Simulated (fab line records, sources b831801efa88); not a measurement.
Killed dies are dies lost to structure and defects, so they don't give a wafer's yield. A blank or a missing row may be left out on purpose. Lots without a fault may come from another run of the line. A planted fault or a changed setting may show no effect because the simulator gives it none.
Problem report in the 8D (eight disciplines) form, filled by code | flow sky130 | the parts of the form that need people (team, actions taken, sign-off) are left out

1. THE PROBLEM
killed_at_front_end at SKY_PAD_OPEN_PROBE_99 reads a mean of 62 on 3 wafers of 2 lots; wafers without a fault read 15 with a standard deviation of 4.5. That is +10 standard deviations from the usual mean.
First seen on wafer L926.1, day 49 07:13, on prober-01. The record holds 39 wafers of 13 lots with a number at this step. Rule for "out", or "out of limits": more than 4 standard deviations from the usual mean. The other wafers with a number count as sound.

2. WHAT IT IS AND WHAT IT IS NOT
question                    | is                               | is not
which readings at this step | killed_at_front_end, killed_dies | killed_at_M0_to_M3, killed_at_M4_up, killed_at_contacts, killed_at_other, killed_short
which lots                  | L926, L927                       | L911, L912, L913, L914, L915, L916, L917, L918, L920, L923, L924
which wafers of those lots  | L926.1, L927.1, L927.5           | L926.2, L926.3, L927.4
read on which tools         | prober-01, prober-02             | -
when                        | from day 49 07:13                | up to then (33 sound wafers); but 3 sound wafers of L926, L927 came after

3. SUSPECTS, AND WHAT RULES EACH OUT
Counting: a tool at a process step up to the reading stays a suspect if it ran every lot that is out. Sound lots after the first of them don't rule it out here, since some wafers of a struck lot are sound.
- plasma_asher-01 at SKY_GATE_OXIDE_STRIP_13 (strips in O2/N2): kept. It ran every lot that is out, first L926 (day 19 03:27); its last sound lot up to then is L924 (day 18 09:44).
- Within plasma_asher-01 at SKY_GATE_OXIDE_STRIP_13: the wafers that are out ran in chamber 0; their sound lot-mates ran in chamber 1.
Left after counting: plasma_asher-01 at SKY_GATE_OXIDE_STRIP_13.

4. THE CAUSE (what the simulator had put in)
Chamber particle source: plasma_asher-01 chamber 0, from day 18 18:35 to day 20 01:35, at SKY_GATE_OXIDE_STRIP_13. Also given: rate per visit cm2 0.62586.
Counting left only this tool.

5. THE CHAIN OF EFFECTS, in route order
Each row: a reading whose mean over the struck wafers that have a number lies more than 3 standard deviations from the usual. Only readings for which the record gives a usual standard deviation are gone through. hours: the time from each lot's start at the first step in this table that gives one to its start at this step, as a median over the lots. sigmas: the change in usual standard deviations.
hours | step                  | reading             | usual | on struck wafers | change | sigmas
0     | SKY_PAD_OPEN_PROBE_99 | killed_at_front_end | 15    | 62               | +47    | +10
0     | SKY_PAD_OPEN_PROBE_99 | killed_dies         | 85    | 136              | +51    | +5.4
The process steps in it:
- SKY_PAD_OPEN_PROBE_99

6. WHAT WOULD HAVE CAUGHT IT SOONER
In this record the first reading out of limits was taken at day 49 07:13, 733 hours after the fault began at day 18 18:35.
Of the tool readings at SKY_GATE_OXIDE_STRIP_13 for which the record gives a usual standard deviation, none was out on any struck wafer, so an alarm limit of 4 standard deviations on them would not have fired.
All the lots that are out (2) had begun SKY_GATE_OXIDE_STRIP_13 on plasma_asher-01 by day 49 07:13. A hold on the tool at that time would have spared none of them.
